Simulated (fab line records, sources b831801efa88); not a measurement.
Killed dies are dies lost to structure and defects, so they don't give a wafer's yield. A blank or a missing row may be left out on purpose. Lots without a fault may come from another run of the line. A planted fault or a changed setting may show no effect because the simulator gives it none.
Which tool did it? | flow gf180mcu | 14 lots, 42 wafers sampled, at 3 steps of a route of 602

WHAT THE GAUGES READ, wafer by wafer
GF_HV_LDD_THK_MEAS_57. Usual: HV_LDD_CVD_56_THK 89.9 nm, standard deviation 0.81.
lot  | measured     | on            | HV_LDD_CVD_56_THK (nm)        | flag
L176 | day 12 03:55 | film_metro-01 | 90.3 89.5 90.2                |
L180 | day 13 23:14 | film_metro-03 | 89.0 90.6 89.6                |
L182 | day 14 12:59 | film_metro-03 | 89.6 89.7 89.8                |
L184 | day 15 17:13 | film_metro-01 | 89.2 89.3 89.5                |
L185 | day 15 17:13 | film_metro-02 | 88.6 89.1 90.0                |
L186 | day 15 19:45 | film_metro-03 | 89.2 89.7 89.1                |
L187 | day 16 05:35 | film_metro-02 | 89.5 89.3 90.5                |
L188 | day 16 09:35 | film_metro-03 | 90.0 90.2 90.4                |
L189 | day 17 03:52 | film_metro-02 | 89.5 89.7 90.0                |
L191 | day 17 17:57 | film_metro-03 | 34.5 34.4 33.9 34.4 34.5 33.9 | OFF
L193 | day 18 11:47 | film_metro-01 | 35.8 36.6 35.9 35.8 36.5 35.9 | OFF
L194 | day 19 00:47 | film_metro-01 | 90.1 90.3 90.4                |
L198 | day 19 23:05 | film_metro-02 | 88.6 90.0 89.6                |
L199 | day 20 02:42 | film_metro-02 | 91.5 91.8 91.6                |

GF_SAB_OVL_MEAS_10. Usual: SAB_OVL 0.5 nm, standard deviation 1.3.
lot  | measured     | on         | SAB_OVL (nm)   | flag
L176 | day 14 17:55 | overlay-01 | -2.9 2.6 2.2   |
L180 | day 16 16:58 | overlay-02 | 0.3 -0.2 2.8   |
L182 | day 17 07:20 | overlay-02 | -2.0 -1.6 -0.7 |
L184 | day 18 14:34 | overlay-02 | 1.1 0.2 -0.5   |
L185 | day 18 14:20 | overlay-01 | -1.0 0.6 2.3   |
L186 | day 18 17:20 | overlay-01 | 3.2 2.2 1.0    |
L187 | day 19 05:07 | overlay-02 | 2.1 0.9 0.3    |
L188 | day 19 09:11 | overlay-01 | 0.4 0.9 0.4    |
L189 | day 20 03:59 | overlay-02 | 0.3 -0.5 2.1   |
L194 | day 22 03:20 | overlay-02 | -0.7 0.4 -1.7  |
L198 | day 22 22:47 | overlay-02 | -0.7 1.4 -0.4  |
L199 | day 23 03:22 | overlay-02 | 1.4 0.6 0.7    |

WHICH TOOL RAN EACH LOT (tool, then ch and the chambers of the sampled wafers, then the start)
lot  | GF_HV_LDD_CVD_56
L176 | lpcvd-01 ch 0, day 12 02:28
L180 | lpcvd-02 ch 0, day 13 21:49
L182 | lpcvd-01 ch 0, day 14 11:34
L184 | lpcvd-02 ch 0, day 15 15:47
L185 | lpcvd-02 ch 0, day 15 15:47
L186 | lpcvd-02 ch 1, day 15 18:17
L187 | lpcvd-01 ch 1, day 16 04:09
L188 | lpcvd-02 ch 1, day 16 08:09
L189 | lpcvd-02 ch 1, day 17 02:26
L191 | lpcvd-01 ch 0, day 17 16:30
L193 | lpcvd-01 ch 0, day 18 10:22
L194 | lpcvd-02 ch 0, day 18 23:20
L198 | lpcvd-02 ch 1, day 19 21:39
L199 | lpcvd-02 ch 0, day 20 01:16
- GF_HV_LDD_CVD_56: deposits Si3N4 from DCS/NH3, target thk 90 nm, time 1543 s.

WHAT THE TOOLS THEMSELVES READ (means of the sampled wafers that have a number; where no wafer has one, the mark that the record gives instead)
The record holds no such reading with a usual standard deviation.

THE ANSWER, worked out from the rows above alone
Rule: a lot is off if the mean of its wafers that have a number lies more than 3 standard deviations from the usual mean. A lot without any number at a reading at which 4 lots or more have one is off too. The other lots that the step has rows for count as sound. The gauges are gone through in route order, then the tools' own readings, and for those a lot's mean is taken as printed above. The first step at which some lot is off is used, and at that step the reading that is off furthest; a lot without a number counts as furthest.
Off: L191, L193, at GF_HV_LDD_THK_MEAS_57 (HV_LDD_CVD_56_THK).
A tool fits if, at a process step before that reading, it ran every lot that is off, and no sound lot after the first of them. The gauges at GF_HV_LDD_THK_MEAS_57 are tried like those tools. One fits: lpcvd-01 at GF_HV_LDD_CVD_56. Its last sound lot is L187 (day 16 04:09), its first lot that is off L191 (day 17 16:30): a fault that began between those two fits.

WHAT THE SIMULATOR HAD PUT IN
Process parameter drift: lpcvd-01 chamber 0, from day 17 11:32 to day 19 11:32, at GF_HV_LDD_CVD_56. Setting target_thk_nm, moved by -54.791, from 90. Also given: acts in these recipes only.
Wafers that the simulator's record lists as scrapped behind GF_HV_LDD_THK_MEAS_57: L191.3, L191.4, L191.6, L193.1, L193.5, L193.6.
Lots struck among those shown: L191, L193. The rule above found the same.
